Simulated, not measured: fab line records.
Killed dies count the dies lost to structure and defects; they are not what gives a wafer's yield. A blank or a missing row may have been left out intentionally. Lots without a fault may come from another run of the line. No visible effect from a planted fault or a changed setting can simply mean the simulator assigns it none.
The same fault as seen by 2 desks + flow gf180mcu + only its own numbers are on each desk; what lay behind them is given at the end

== THE METROLOGY DESK ==
What the gauges read for every lot (on any tool): the sampled wafers with a number, averaged. The brackets show how far a lot's mean lies from the usual mean; more than 4 standard deviations puts the lot out of limits, marked OUT.
Columns: A = VT_IMPLANT_2_TW at GF_VT_IMPLANT_TW_MEAS_21, usual 1217; B = HV_LDD_02_OVL at GF_HV_LDD_OVL_MEAS_32, usual -0.7 nm
| lot  | first seen here | A                    | B    |
|------|-----------------|----------------------|------|
| L448 | day 6 15:30     | 1208                 | -0.8 |
| L449 | day 6 19:16     | 1212                 | 0.0  |
| L451 | day 7 07:06     | 1209                 | -4.2 |
| L459 | day 10 04:40    | 1213                 | -0.7 |
| L460 | day 10 04:46    | 30 (-99 or more) OUT | -    |
| L462 | day 10 17:00    | 30 (-99 or more) OUT | -    |
| L465 | day 11 14:58    | 1223                 | 0.5  |
| L466 | day 11 16:31    | 1221                 | 0.2  |
| L468 | day 12 00:16    | 1225                 | -1.5 |
| L467 | day 12 00:59    | 1226                 | 0.4  |
| L469 | day 12 16:51    | 1211                 | -1.5 |
Per this desk, out of limits: L460, L462; the first was L460, day 10 04:46 (VT_IMPLANT_2_TW at GF_VT_IMPLANT_TW_MEAS_21). In limits: L448, L449, L451, L459, L465, L466, L468, L467, L469.

== AT THE TOOL OWNER'S DESK: plasma-asher-02 ==
The tool's own readings at GF_VT_IMPLANT_STRIP_09 (strips in O2/N2): means of the sampled wafers that have a number, for each lot that ran on this tool. The brackets show how far a lot's mean lies from the usual mean; more than 4 standard deviations puts the lot out of limits, marked OUT.
Columns: A = chamber-pressure-mTorr at GF_VT_IMPLANT_STRIP_09, usual 1500.0 mTorr; B = drypump-motor-current-A at GF_VT_IMPLANT_STRIP_09, usual 5.6 A; C = heater-power-w at GF_VT_IMPLANT_STRIP_09, usual 336 W; D = oes-product-au at GF_VT_IMPLANT_STRIP_09, usual 0.716 a.u.; E = strip-time-to-endpoint-s at GF_VT_IMPLANT_STRIP_09, usual 12.64 s
| lot  | first seen here | A      | B   | C   | D     | E     |
|------|-----------------|--------|-----|-----|-------|-------|
| L468 | day 11 05:33    | 1499.5 | 5.3 | 339 | 0.713 | 12.60 |
| L467 | day 11 06:11    | 1499.1 | 5.3 | 334 | 0.716 | 12.60 |
Finding of this desk: none of the 2 lots has anything out of limits.

== PUT TOGETHER ==
At day 10 04:46 the metrology desk could have sounded an alarm, on L460, L462.
Nothing out of limits was seen by the tool owner's desk.
The tool owner's desk has no number on record for L460, L462.
The lots listed all ran GF_VT_IMPLANT_STRIP_09 on plasma-asher-02.

== WHAT THE SIMULATOR HAD INSERTED ==
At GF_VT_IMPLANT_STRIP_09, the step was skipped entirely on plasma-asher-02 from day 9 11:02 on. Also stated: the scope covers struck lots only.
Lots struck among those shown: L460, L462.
Per desk, hours elapsed from the start of the fault to the first reading out of limits: for the metrology desk, 18.
